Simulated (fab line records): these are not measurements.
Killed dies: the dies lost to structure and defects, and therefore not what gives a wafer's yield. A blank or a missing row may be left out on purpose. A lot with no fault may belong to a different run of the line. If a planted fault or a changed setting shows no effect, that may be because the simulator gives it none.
Which of the tools did it?	flow sky130	11 lots with 33 wafers sampled at 2 steps, on a route of 708 steps

WHAT EACH GAUGE READ, for each wafer
SKY_GATE_OXIDE_THK_MEAS_02.
lot	measured	on	GATE_OXIDE_OXIDATION_00_THK (nm)
L516	day 12 19:44	film-metro-02	10.66 10.63 10.46
L518	day 13 06:51	film-metro-03	10.17 10.19 10.12
L519	day 13 22:25	film-metro-03	9.05 8.74 8.86
L521	day 14 11:03	film-metro-01	9.13 9.05 8.96
L529	day 17 03:04	film-metro-01	10.18 10.15 10.09
L531	day 17 19:45	film-metro-02	10.32 10.12 10.40
L533	day 18 13:49	film-metro-01	9.70 9.65 9.67
L534	day 18 20:58	film-metro-02	10.14 10.09 10.11
L535	day 19 08:19	film-metro-02	10.10 10.15 10.07
L538	day 20 09:32	film-metro-03	10.36 10.37 10.16
L539	day 20 14:36	film-metro-02	10.12 10.21 10.03

WHAT TOOL EACH LOT RAN ON (gives the tool, then ch and the chambers of the sampled wafers, and finally the start)
lot	SKY_GATE_OXIDE_OXIDATION_01
L516	furnace-01 ch 0, day 12 18:19
L518	furnace-01 ch 0, day 13 05:25
L519	furnace-01 ch 0, day 13 20:59
L521	furnace-01 ch 0, day 14 09:38
L529	furnace-01 ch 0, day 17 01:38
L531	furnace-02 ch 0, day 17 18:20
L533	furnace-01 ch 0, day 18 12:23
L534	furnace-01 ch 0, day 18 19:32
L535	furnace-01 ch 0, day 19 06:54
L538	furnace-01 ch 0, day 20 08:07
L539	furnace-02 ch 0, day 20 13:11
- SKY_GATE_OXIDE_OXIDATION_01: stabilise 600 s, purge 300 s, target thk 10.268 nm.

THE ANSWER, worked out from the rows above alone
Rule: the lots themselves supply what counts as usual. Put in order of their means at a reading, lots are off if they are a third of the lots or fewer, leave a main group of 4 or more, and stand apart from it by a gap of 3 or more times the standard deviation of the main group's means; of several such gaps the widest counts. A main group whose means are all the same, to the digits that the tables above print for the reading, isn't used. A lot without any number at a reading at which 4 lots or more have one is off too. All remaining lots with rows at the step are treated as sound.
No lot is off at any reading shown: from this, nothing can be told.

WHAT THE SIMULATOR HAD INSERTED
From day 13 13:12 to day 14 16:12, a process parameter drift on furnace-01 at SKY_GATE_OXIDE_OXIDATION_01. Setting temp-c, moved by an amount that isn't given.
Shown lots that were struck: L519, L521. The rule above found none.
